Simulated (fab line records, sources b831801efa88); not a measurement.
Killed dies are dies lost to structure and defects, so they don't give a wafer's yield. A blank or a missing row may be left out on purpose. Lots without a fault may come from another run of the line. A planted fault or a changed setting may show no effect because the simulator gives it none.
A struck lot beside a sound one | flow sky130 | 17 steps out of a route of 708
Sound: wafers L753.1, L753.4, L753.5. Struck: wafers L742.2, L742.4, L742.6. The cause comes at the end.
At each step with rows: each side's tool, then ch and its chambers, then its first start. Under that, the readings that differ: sound wafers | struck wafers | difference of the means | sigmas: that difference in standard deviations of wafers without a fault.
alike: readings whose means differ by less than 2 such deviations, and words and numbers that are the same on both sides. not compared: withheld readings, readings that some wafer has no value for, bounds like >300 that may hide the same value, and numbers for which the record gives no deviation and whose values overlap.
The two part at a step that has a row with sigmas, a row that says differs or no value, or rows on one side only. Numbers that don't overlap but have no deviation are shown without sigmas and don't part them. A reading that every wafer of one side lacks parts them only if that side has two wafers or more.

first, 3 steps without rows for these wafers: SKY_LI_CONTACT_EXPOSE_09 (exposes mask LICM1, target cd 170 nm); SKY_LI_CONTACT_PEB_10; SKY_LI_CONTACT_DEVELOP_11 (develop time 60 s).
SKY_LI_CONTACT_CD_MEAS_12: target cd 170 nm.
  sound on cd_sem-02, day 34 07:53; struck on cd_sem-02, day 31 17:57
  alike: cd_nm
SKY_LI_CONTACT_OVL_MEAS_13:
  sound on overlay-01, day 34 08:00; struck on overlay-02, day 31 18:04
  alike: LI_CONTACT_OVL
then, 1 step without rows for these wafers: SKY_LI_CONTACT_ETCH_14 (etches BARC in N2/H2, stops on SiO2, time 45.9 s, target depth 60 nm).
SKY_LI_CONTACT_ETCH_15: etches PSG in C4F8/O2/Ar, stops on Si, target depth 600 nm.
  sound on rie_diel-01 ch 0,2,3, day 34 08:04; struck on rie_diel-03 ch 1,2, day 31 18:08
  alike: bias_w, oes_product_au
SKY_LI_CONTACT_STRIP_16: strips in O2/N2.
  sound on plasma_asher-03 ch 0,1, day 34 08:10; struck on plasma_asher-01 ch 0,1, day 31 18:13
  alike: drypump_motor_current_A, oes_product_au, strip_time_to_endpoint_s
  not compared: rf_hours_counter_h
then, 2 steps without rows for these wafers: SKY_LI_CONTACT_CLEAN_17 (cleans in NMP, time 600 s); SKY_LI_CONTACT_PRE_CLEAN_18 (time 5.6 s).
SKY_LI_CONTACT_SPUTTER_19: material Ti, target thk 20 nm, time 106.37 s.
  sound on pvd_sputter-01, day 34 08:59; struck on pvd_sputter-02, day 31 18:31
  alike: cathode_dc_power_W, throttle_valve_pct
SKY_LI_CONTACT_SPUTTER_20: material TiN, target thk 20 nm, time 80 s.
  sound on pvd_sputter-01, day 34 09:03; struck on pvd_sputter-02, day 31 18:35
  alike: cathode_dc_power_W, throttle_valve_pct
SKY_LI_CONTACT_CVD_21: deposits W, target thk 400 nm, time 120.56 s.
  sound on cvd_w-01 ch 0,1, day 34 09:07; struck on cvd_w-02 ch 0,1, day 31 18:39
  reading                                  | sound                | struck               | difference | sigmas
  susceptor_temp_C (C)                     | 399.92 399.77 400.15 | 403.82 403.52 403.23 | +3.58      | +16
  model.W_of_LI_CONTACT_CVD_21.thk_nm (nm) | 398.9 402.1 393.5    | 417.4 416.9 420.3    | +20.0      |
  alike: heater_power_w
SKY_LI_CONTACT_RS_MEAS_22: measures by four-point-probe.
  sound on film_metro-01, day 34 09:14; struck on film_metro-01, day 31 18:47
  reading                  | sound             | struck            | difference | sigmas
  LI_CONTACT_W_RS (ohm/sq) | 0.285 0.283 0.289 | 0.272 0.273 0.271 | -0.014     | -4
SKY_LI_CONTACT_THK_MEAS_23: measures by xrf.
  sound on film_metro-01, day 34 09:22; struck on film_metro-01, day 31 18:54
  reading               | sound       | struck      | difference | sigmas
  LI_CONTACT_W_THK (nm) | 400 403 393 | 423 423 426 | +25        | +4
SKY_LI_CONTACT_CMP_24: polishes, stops on PSG, t overpolish 20 s, target thk 0 nm.
  sound on cmp-02 ch 0,2, day 34 09:28; struck on cmp-01 ch 0,1,2, day 31 18:57
  alike: motor_current_A
SKY_PAD_OPEN_PROBE_99:
  the record has rows for the sound wafers here (prober-01, day 49 15:12) and none for the struck ones

WHERE THEY PART
First at SKY_LI_CONTACT_CVD_21; last, within this record, at SKY_PAD_OPEN_PROBE_99.

WHY: what the simulator had put in
Process parameter drift: cvd_w-02, from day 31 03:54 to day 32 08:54, at SKY_LI_CONTACT_CVD_21. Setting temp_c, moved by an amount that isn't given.
